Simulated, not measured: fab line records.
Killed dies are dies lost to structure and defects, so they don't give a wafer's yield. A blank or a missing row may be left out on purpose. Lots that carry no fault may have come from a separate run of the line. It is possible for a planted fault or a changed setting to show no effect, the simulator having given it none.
Chamber matching :: flow sky130 :: rie-diel-01 running SKY_PASSIVATION_ETCH_11: 4 sister chambers
The step etches the open film in CF4/O2, stops on AlCu, target depth 725 nm, time 161.1 s. 16 wafers are shown with their chamber, then 8 later ones without.

## WAFERS WITH THEIR CHAMBER
wafer: L074.3
chamber: 1
drypump-motor-current-A (A): 6.1
oes-product-au (a.u.): 0.979
throttle-valve-pct (%): 5.950

wafer: L074.4
chamber: 2
drypump-motor-current-A (A): 5.9
oes-product-au (a.u.): 0.977
throttle-valve-pct (%): 5.975

wafer: L074.5
chamber: 2
drypump-motor-current-A (A): 5.9
oes-product-au (a.u.): 0.982
throttle-valve-pct (%): 5.984

wafer: L080.2
chamber: 0
drypump-motor-current-A (A): 6.0
oes-product-au (a.u.): 0.963
throttle-valve-pct (%): 5.981

wafer: L080.5
chamber: 0
drypump-motor-current-A (A): 6.0
oes-product-au (a.u.): 0.974
throttle-valve-pct (%): 5.970

wafer: L080.6
chamber: 1
drypump-motor-current-A (A): 6.1
oes-product-au (a.u.): 0.985
throttle-valve-pct (%): 5.965

wafer: L081.2
chamber: 3
drypump-motor-current-A (A): 4.8
oes-product-au (a.u.): 0.975
throttle-valve-pct (%): 5.971

wafer: L081.4
chamber: 1
drypump-motor-current-A (A): 6.1
oes-product-au (a.u.): 0.981
throttle-valve-pct (%): 5.967

wafer: L081.6
chamber: 2
drypump-motor-current-A (A): 5.8
oes-product-au (a.u.): 0.988
throttle-valve-pct (%): 5.946

wafer: L086.3
chamber: 0
drypump-motor-current-A (A): 6.0
oes-product-au (a.u.): 0.981
throttle-valve-pct (%): 5.971

wafer: L086.5
chamber: 1
drypump-motor-current-A (A): 6.1
oes-product-au (a.u.): 0.979
throttle-valve-pct (%): 5.959

wafer: L086.6
chamber: 2
drypump-motor-current-A (A): 5.9
oes-product-au (a.u.): 0.981
throttle-valve-pct (%): 5.975

wafer: L090.1
chamber: 2
drypump-motor-current-A (A): 5.9
oes-product-au (a.u.): 0.979
throttle-valve-pct (%): 5.973

wafer: L090.3
chamber: 0
drypump-motor-current-A (A): 6.0
oes-product-au (a.u.): 0.978
throttle-valve-pct (%): 5.969

wafer: L090.5
chamber: 1
drypump-motor-current-A (A): 6.0
oes-product-au (a.u.): 0.981
throttle-valve-pct (%): 5.955

wafer: L093.2
chamber: 1
drypump-motor-current-A (A): 6.1
oes-product-au (a.u.): 0.964
throttle-valve-pct (%): 5.976

SIGNATURES, as means of the wafers listed above
reading: drypump-motor-current-A
chamber 0: 6.000
chamber 1: 6.083
chamber 2: 5.880
chamber 3: 4.800
scatter within a chamber: 0.0369

reading: oes-product-au
chamber 0: 0.97400
chamber 1: 0.97817
chamber 2: 0.98140
chamber 3: 0.97500
scatter within a chamber: 0.00658

reading: throttle-valve-pct
chamber 0: 5.97275
chamber 1: 5.96200
chamber 2: 5.97060
chamber 3: 5.97100
scatter within a chamber: 0.0106
Rule: for a wafer and a chamber, the distance is found by dividing, reading by reading, the gap between the wafer's reading and the chamber's mean by the reading's scatter, squaring, summing and taking the root. The wafer belongs to the nearest chamber; if the next one is less than 2 further off, it can't be placed. The scatter: the root of (the sum of the squares of (reading less its chamber's mean) over the shown wafers, divided by (wafers less chambers)).

## WAFERS WHOSE CHAMBER IS MISSING
wafer: L093.4
drypump-motor-current-A (A): 6.0
oes-product-au (a.u.): 0.973
throttle-valve-pct (%): 5.965

wafer: L093.6
drypump-motor-current-A (A): 4.8
oes-product-au (a.u.): 0.977
throttle-valve-pct (%): 5.959

wafer: L094.2
drypump-motor-current-A (A): 6.0
oes-product-au (a.u.): 0.978
throttle-valve-pct (%): 5.954

wafer: L094.5
drypump-motor-current-A (A): 6.0
oes-product-au (a.u.): 0.973
throttle-valve-pct (%): 5.955

wafer: L094.6
drypump-motor-current-A (A): 6.1
oes-product-au (a.u.): 0.975
throttle-valve-pct (%): 5.959

wafer: L096.1
drypump-motor-current-A (A): 4.8
oes-product-au (a.u.): 0.967
throttle-valve-pct (%): 5.951

wafer: L096.2
drypump-motor-current-A (A): 6.1
oes-product-au (a.u.): 0.982
throttle-valve-pct (%): 5.958

wafer: L096.6
drypump-motor-current-A (A): 4.8
oes-product-au (a.u.): 0.973
throttle-valve-pct (%): 5.959

## THE CHAMBER EACH PASSED THROUGH
wafer: L093.4
from the rows above: can't be placed: 0 or 1
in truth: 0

wafer: L093.6
from the rows above: 3
in truth: 3

wafer: L094.2
from the rows above: can't be placed: 0 or 1 or 2
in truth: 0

wafer: L094.5
from the rows above: can't be placed: 0 or 1
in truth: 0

wafer: L094.6
from the rows above: 1
in truth: 1

wafer: L096.1
from the rows above: 3
in truth: 3

wafer: L096.2
from the rows above: 1
in truth: 1

wafer: L096.6
from the rows above: 3
in truth: 3
Correct placement for 5 of the 8. Not placeable from these rows: 3 (in 3, the candidates include the true chamber). Wrongly placed: 0.
